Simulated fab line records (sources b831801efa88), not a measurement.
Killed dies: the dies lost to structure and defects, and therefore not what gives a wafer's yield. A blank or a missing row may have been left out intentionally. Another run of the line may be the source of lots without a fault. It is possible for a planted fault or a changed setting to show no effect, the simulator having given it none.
Which tool did it? / flow sky130 / 36 wafers from 12 lots sampled at 4 of the route's 708 steps

WHAT THE GAUGES SHOWED, per wafer
SKY_PAD_OPEN_BOW_MEAS_13. Usual: PAD_OPEN_BOW gives 45 um (standard deviation 9.1).
lot=L188; measured=day 45 05:36; on=filmMetro-03; PAD_OPEN_BOW (um)=38 43 42; flag=
lot=L189; measured=day 45 17:29; on=filmMetro-03; PAD_OPEN_BOW (um)=52 51 55; flag=
lot=L191; measured=day 46 05:13; on=filmMetro-04; PAD_OPEN_BOW (um)=40 41 48; flag=
lot=L194; measured=day 47 02:55; on=filmMetro-03; PAD_OPEN_BOW (um)=23 37 31; flag=
lot=L196; measured=day 47 13:11; on=filmMetro-04; PAD_OPEN_BOW (um)=55 57 50; flag=
lot=L198; measured=day 48 04:02; on=filmMetro-04; PAD_OPEN_BOW (um)=37 34 60; flag=
lot=L202; measured=day 49 22:05; on=filmMetro-04; PAD_OPEN_BOW (um)=26 24 29; flag=
lot=L206; measured=day 50 02:50; on=filmMetro-01; PAD_OPEN_BOW (um)=41 34 36; flag=
lot=L207; measured=day 50 05:46; on=filmMetro-04; PAD_OPEN_BOW (um)=41 43 54; flag=
lot=L208; measured=day 50 08:23; on=filmMetro-04; PAD_OPEN_BOW (um)=52 38 42; flag=
lot=L209; measured=day 50 19:56; on=filmMetro-04; PAD_OPEN_BOW (um)=39 31 31; flag=
lot=L210; measured=day 50 22:14; on=filmMetro-01; PAD_OPEN_BOW (um)=52 39 51; flag=

TOOL THAT RAN EACH LOT (tool first, then ch and the chambers of the sampled wafers, then the start)
lot=L188; SKY_POLY_CUT_ETCH_11=rieDiel-01 ch 0,2, day 23 15:59; SKY_VIA4_ETCH_12=rieDiel-01 ch 1,2,3, day 42 05:32; SKY_METAL5_METAL_ETCH_15=rieMetal-01 ch 0,1, day 43 05:52
lot=L189; SKY_POLY_CUT_ETCH_11=rieDiel-01 ch 0,2,3, day 24 08:59; SKY_VIA4_ETCH_12=rieDiel-04 ch 2,3, day 42 19:02; SKY_METAL5_METAL_ETCH_15=rieMetal-01 ch 0,1, day 43 19:35
lot=L191; SKY_POLY_CUT_ETCH_11=rieDiel-03 ch 0,2,3, day 24 23:02; SKY_VIA4_ETCH_12=rieDiel-04 ch 1,2, day 43 07:43; SKY_METAL5_METAL_ETCH_15=rieMetal-02 ch 0, day 44 07:16
lot=L194; SKY_POLY_CUT_ETCH_11=rieDiel-01 ch 2,3, day 26 06:31; SKY_VIA4_ETCH_12=rieDiel-01 ch 2,3, day 44 07:43; SKY_METAL5_METAL_ETCH_15=rieMetal-01 ch 0,1, day 45 06:43
lot=L196; SKY_POLY_CUT_ETCH_11=rieDiel-01 ch 0,1,3, day 26 23:44; SKY_VIA4_ETCH_12=rieDiel-04 ch 1,2,3, day 44 22:32; SKY_METAL5_METAL_ETCH_15=rieMetal-01 ch 0, day 45 20:44
lot=L198; SKY_POLY_CUT_ETCH_11=rieDiel-03 ch 2,3, day 28 05:13; SKY_VIA4_ETCH_12=rieDiel-03 ch 0,1,3, day 45 18:29; SKY_METAL5_METAL_ETCH_15=rieMetal-04 ch 0,1, day 46 15:43
lot=L202; SKY_POLY_CUT_ETCH_11=rieDiel-01 ch 1,2,3, day 30 04:47; SKY_VIA4_ETCH_12=rieDiel-04 ch 1,2, day 47 06:12; SKY_METAL5_METAL_ETCH_15=rieMetal-02 ch 0,1, day 48 05:25
lot=L206; SKY_POLY_CUT_ETCH_11=rieDiel-04 ch 1,2,3, day 30 16:14; SKY_VIA4_ETCH_12=rieDiel-04 ch 1,2, day 47 11:35; SKY_METAL5_METAL_ETCH_15=rieMetal-02 ch 1, day 48 11:47
lot=L207; SKY_POLY_CUT_ETCH_11=rieDiel-04 ch 0,2,3, day 30 20:49; SKY_VIA4_ETCH_12=rieDiel-03 ch 1,2,3, day 47 16:40; SKY_METAL5_METAL_ETCH_15=rieMetal-04 ch 0,1, day 48 15:01
lot=L208; SKY_POLY_CUT_ETCH_11=rieDiel-01 ch 0,2,3, day 30 23:55; SKY_VIA4_ETCH_12=rieDiel-01 ch 0,2,3, day 47 21:28; SKY_METAL5_METAL_ETCH_15=rieMetal-02 ch 0,1, day 48 18:25
lot=L209; SKY_POLY_CUT_ETCH_11=rieDiel-01 ch 1,3, day 32 02:23; SKY_VIA4_ETCH_12=rieDiel-04 ch 1,2,3, day 48 13:43; SKY_METAL5_METAL_ETCH_15=rieMetal-02 ch 0,1, day 49 08:34
lot=L210; SKY_POLY_CUT_ETCH_11=rieDiel-04 ch 0,1,3, day 32 03:02; SKY_VIA4_ETCH_12=rieDiel-01 ch 1,2,3, day 48 14:38; SKY_METAL5_METAL_ETCH_15=rieMetal-02 ch 0,1, day 49 10:17
- SKY_POLY_CUT_ETCH_11: etches Si3N4 in CF4/CH2F2/Ar, stops on poly-Si, time 42.5 s, target depth 60 nm.
- SKY_VIA4_ETCH_12: etches SiO2 in C4F8/O2/Ar, stops on TiN, target depth 580 nm.
- SKY_METAL5_METAL_ETCH_15: etches the open film in Cl2/BCl3, stops on SiO2, target depth 1260 nm, time 252 s.

AS READ BY THE TOOLS THEMSELVES (means over the sampled wafers that have a number; for cases with no such wafer, the mark the record gives instead)
SKY_POLY_CUT_ETCH_11. Usual: biasW 150.0 W, standard deviation 0.44; cf4FlowSccm 40.00 sccm, standard deviation 0.12; drypumpMotorCurrentA 5.7 A, standard deviation 0.48; oesProductAu 0.831 a.u., standard deviation 0.006; throttleValvePct 14.994 %, standard deviation 0.009.
lot=L188; tool=rieDiel-01; biasW (W)=149.9; cf4FlowSccm (sccm)=40.14; drypumpMotorCurrentA (A)=5.7; oesProductAu (a.u.)=0.825; throttleValvePct (%)=14.996; flag=
lot=L189; tool=rieDiel-01; biasW (W)=150.2; cf4FlowSccm (sccm)=40.09; drypumpMotorCurrentA (A)=6.0; oesProductAu (a.u.)=0.829; throttleValvePct (%)=14.987; flag=
lot=L191; tool=rieDiel-03; biasW (W)=149.6; cf4FlowSccm (sccm)=40.11; drypumpMotorCurrentA (A)=5.5; oesProductAu (a.u.)=0.834; throttleValvePct (%)=15.003; flag=
lot=L194; tool=rieDiel-01; biasW (W)=150.3; cf4FlowSccm (sccm)=39.98; drypumpMotorCurrentA (A)=6.3; oesProductAu (a.u.)=0.829; throttleValvePct (%)=14.993; flag=
lot=L196; tool=rieDiel-01; biasW (W)=149.7; cf4FlowSccm (sccm)=39.98; drypumpMotorCurrentA (A)=6.2; oesProductAu (a.u.)=0.835; throttleValvePct (%)=15.001; flag=
lot=L198; tool=rieDiel-03; biasW (W)=149.7; cf4FlowSccm (sccm)=40.08; drypumpMotorCurrentA (A)=5.8; oesProductAu (a.u.)=0.834; throttleValvePct (%)=14.987; flag=
lot=L202; tool=rieDiel-01; biasW (W)=150.2; cf4FlowSccm (sccm)=39.93; drypumpMotorCurrentA (A)=6.3; oesProductAu (a.u.)=0.827; throttleValvePct (%)=15.004; flag=
lot=L206; tool=rieDiel-04; biasW (W)=150.0; cf4FlowSccm (sccm)=39.99; drypumpMotorCurrentA (A)=5.4; oesProductAu (a.u.)=0.834; throttleValvePct (%)=14.990; flag=
lot=L207; tool=rieDiel-04; biasW (W)=150.6; cf4FlowSccm (sccm)=39.92; drypumpMotorCurrentA (A)=5.4; oesProductAu (a.u.)=0.829; throttleValvePct (%)=14.998; flag=
lot=L208; tool=rieDiel-01; biasW (W)=149.9; cf4FlowSccm (sccm)=40.06; drypumpMotorCurrentA (A)=6.0; oesProductAu (a.u.)=0.829; throttleValvePct (%)=14.991; flag=
lot=L209; tool=rieDiel-01; biasW (W)=149.5; cf4FlowSccm (sccm)=39.96; drypumpMotorCurrentA (A)=6.6; oesProductAu (a.u.)=0.832; throttleValvePct (%)=14.989; flag=
lot=L210; tool=rieDiel-04; biasW (W)=149.8; cf4FlowSccm (sccm)=40.00; drypumpMotorCurrentA (A)=5.4; oesProductAu (a.u.)=0.843; throttleValvePct (%)=14.991; flag=

SKY_VIA4_ETCH_12. Usual: biasW 1199 W, standard deviation 3.5; oesProductAu 0.926 a.u., standard deviation 0.0047.
lot=L188; tool=rieDiel-01; biasW (W)=1198; oesProductAu (a.u.)=0.927; flag=
lot=L189; tool=rieDiel-04; biasW (W)=1195; oesProductAu (a.u.)=0.923; flag=
lot=L191; tool=rieDiel-04; biasW (W)=1203; oesProductAu (a.u.)=0.925; flag=
lot=L194; tool=rieDiel-01; biasW (W)=1200; oesProductAu (a.u.)=0.925; flag=
lot=L196; tool=rieDiel-04; biasW (W)=1200; oesProductAu (a.u.)=0.931; flag=
lot=L198; tool=rieDiel-03; biasW (W)=1200; oesProductAu (a.u.)=0.927; flag=
lot=L202; tool=rieDiel-04; biasW (W)=1202; oesProductAu (a.u.)=0.925; flag=
lot=L206; tool=rieDiel-04; biasW (W)=1196; oesProductAu (a.u.)=0.925; flag=
lot=L207; tool=rieDiel-03; biasW (W)=1199; oesProductAu (a.u.)=0.924; flag=
lot=L208; tool=rieDiel-01; biasW (W)=1200; oesProductAu (a.u.)=0.925; flag=
lot=L209; tool=rieDiel-04; biasW (W)=1199; oesProductAu (a.u.)=0.926; flag=
lot=L210; tool=rieDiel-01; biasW (W)=1199; oesProductAu (a.u.)=0.930; flag=

SKY_METAL5_METAL_ETCH_15. Usual: biasW 48.51 W, standard deviation 0.12; drypumpMotorCurrentA 5.9 A, standard deviation 0.36; oesProductAu 0.904 a.u., standard deviation 0.0061; throttleValvePct 22.264 %, standard deviation 0.0091.
lot=L188; tool=rieMetal-01; biasW (W)=48.43; drypumpMotorCurrentA (A)=6.2; oesProductAu (a.u.)=0.903; throttleValvePct (%)=22.272; flag=
lot=L189; tool=rieMetal-01; biasW (W)=48.45; drypumpMotorCurrentA (A)=6.2; oesProductAu (a.u.)=0.909; throttleValvePct (%)=22.273; flag=
lot=L191; tool=rieMetal-02; biasW (W)=48.42; drypumpMotorCurrentA (A)=6.2; oesProductAu (a.u.)=0.904; throttleValvePct (%)=22.269; flag=
lot=L194; tool=rieMetal-01; biasW (W)=48.47; drypumpMotorCurrentA (A)=6.2; oesProductAu (a.u.)=0.913; throttleValvePct (%)=22.268; flag=
lot=L196; tool=rieMetal-01; biasW (W)=48.64; drypumpMotorCurrentA (A)=6.4; oesProductAu (a.u.)=0.907; throttleValvePct (%)=22.271; flag=
lot=L198; tool=rieMetal-04; biasW (W)=48.69; drypumpMotorCurrentA (A)=5.9; oesProductAu (a.u.)=0.899; throttleValvePct (%)=22.261; flag=
lot=L202; tool=rieMetal-02; biasW (W)=48.43; drypumpMotorCurrentA (A)=6.0; oesProductAu (a.u.)=0.895; throttleValvePct (%)=22.272; flag=
lot=L206; tool=rieMetal-02; biasW (W)=48.49; drypumpMotorCurrentA (A)=5.7; oesProductAu (a.u.)=0.904; throttleValvePct (%)=22.264; flag=
lot=L207; tool=rieMetal-04; biasW (W)=48.60; drypumpMotorCurrentA (A)=5.6; oesProductAu (a.u.)=0.903; throttleValvePct (%)=22.261; flag=
lot=L208; tool=rieMetal-02; biasW (W)=48.53; drypumpMotorCurrentA (A)=5.9; oesProductAu (a.u.)=0.905; throttleValvePct (%)=22.264; flag=
lot=L209; tool=rieMetal-02; biasW (W)=48.49; drypumpMotorCurrentA (A)=5.8; oesProductAu (a.u.)=0.894; throttleValvePct (%)=22.264; flag=
lot=L210; tool=rieMetal-02; biasW (W)=48.61; drypumpMotorCurrentA (A)=6.0; oesProductAu (a.u.)=0.907; throttleValvePct (%)=22.263; flag=

THE ANSWER, worked out from the rows above alone
Rule: lot off if the mean of its wafers having a number is beyond 3 standard deviations from the usual mean. Also off: a lot with no number at a reading for which 4 or more lots have one. All remaining lots with rows at the step are treated as sound. The gauges are gone through in route order, then the tools' own readings, and for those a lot's mean is taken as printed above. The first step at which some lot is off is used, and at that step the reading that is off furthest; a lot without a number counts as furthest.
Across all readings shown, no lot is off: no conclusion can be drawn from this.

WHAT HAD BEEN PUT IN BY THE SIMULATOR
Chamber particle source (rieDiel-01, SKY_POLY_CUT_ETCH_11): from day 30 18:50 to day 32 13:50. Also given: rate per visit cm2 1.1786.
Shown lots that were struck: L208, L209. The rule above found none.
